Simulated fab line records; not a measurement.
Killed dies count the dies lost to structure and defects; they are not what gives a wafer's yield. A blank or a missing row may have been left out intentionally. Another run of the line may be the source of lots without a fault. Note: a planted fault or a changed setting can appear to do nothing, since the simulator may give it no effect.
8D (eight disciplines) problem report, filled in by code	flow sky130	the parts of the form that need people (team, actions taken, sign-off) are left out

== 1. WHAT WENT WRONG ==
Mean of developer temp C at SKY_LOCAL_INTERCONNECT_DEVELOP_10: 23.13 C across 6 wafers in 2 lots; on wafers with no fault it is 21.04 C (standard deviation 0.097). Measured from the usual mean, that is +22 standard deviations.
The step: develop time 60 s.
Earliest sighting: wafer L167.1 on litho track-02 at day 34 04:00. Wafers with a number at this step in the record: 39, from 13 lots. By rule, "out" or "out of limits" means more than 4 standard deviations away from the usual mean. The other wafers with a number count as sound.

== 2. WHAT IT IS, AND WHAT IT ISN'T ==
question	is	is not
which readings at this step	developer temp C	-
which lots	L167, L168	L156, L157, L158, L162, L163, L164, L175, L176, L177, L178, L179
which wafers of those lots	all that have a number	-
read on which tools	litho track-02	litho track-04
when	from day 34 04:00	up to then (18 sound wafers); but 15 sound wafers of L175, L176, L177, L178, L179 came after

== 3. THE SUSPECTS, EACH WITH WHAT RULES IT OUT ==
Counting: a tool at a process step up to the reading stays a suspect if it ran every lot that is out and no sound lot after the first of them.
- plasma asher-01 at SKY_LI_CONTACT_STRIP_16 (strips in O2/N2): ruled out as a lasting fault. After its first lot that is out, L167 (day 33 00:15), sound lots L178, L179 ran on it.
- litho track-02 at SKY_LOCAL_INTERCONNECT_DEVELOP_10 (develop time 60 s): ruled out as a lasting fault. After its first lot that is out, L167 (day 34 04:00), sound lots L176, L177, L178, L179 ran on it.
Left after counting: nothing in the record.

== 4. THE CAUSE (what the simulator had put in) ==
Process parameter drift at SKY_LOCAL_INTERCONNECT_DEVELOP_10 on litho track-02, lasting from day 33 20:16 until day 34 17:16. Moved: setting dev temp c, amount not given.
Counting ruled it out, wrongly.

== 5. THE EFFECT CHAIN, in route order ==
Each row: a reading where the mean over the struck wafers with a number is more than 3 standard deviations away from the usual. Only readings whose record carries a usual standard deviation are examined. hours: median over the lots of the time between each lot's start at the first step of this table that gives one and its start at this step. sigmas: the change, counted in usual standard deviations.
hours	step	reading	usual	on struck wafers	change	sigmas
0	SKY_LOCAL_INTERCONNECT_DEVELOP_10	developer temp C	21.04 C	23.13	+2.09	+22
Here are the process steps it includes:
- SKY_LOCAL_INTERCONNECT_DEVELOP_10: develop time 60 s.

== 6. HOW IT WOULD HAVE BEEN CAUGHT EARLIER ==
The fault began at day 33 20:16; the first out-of-limits reading in this record came at day 34 04:00, 8 hours later.
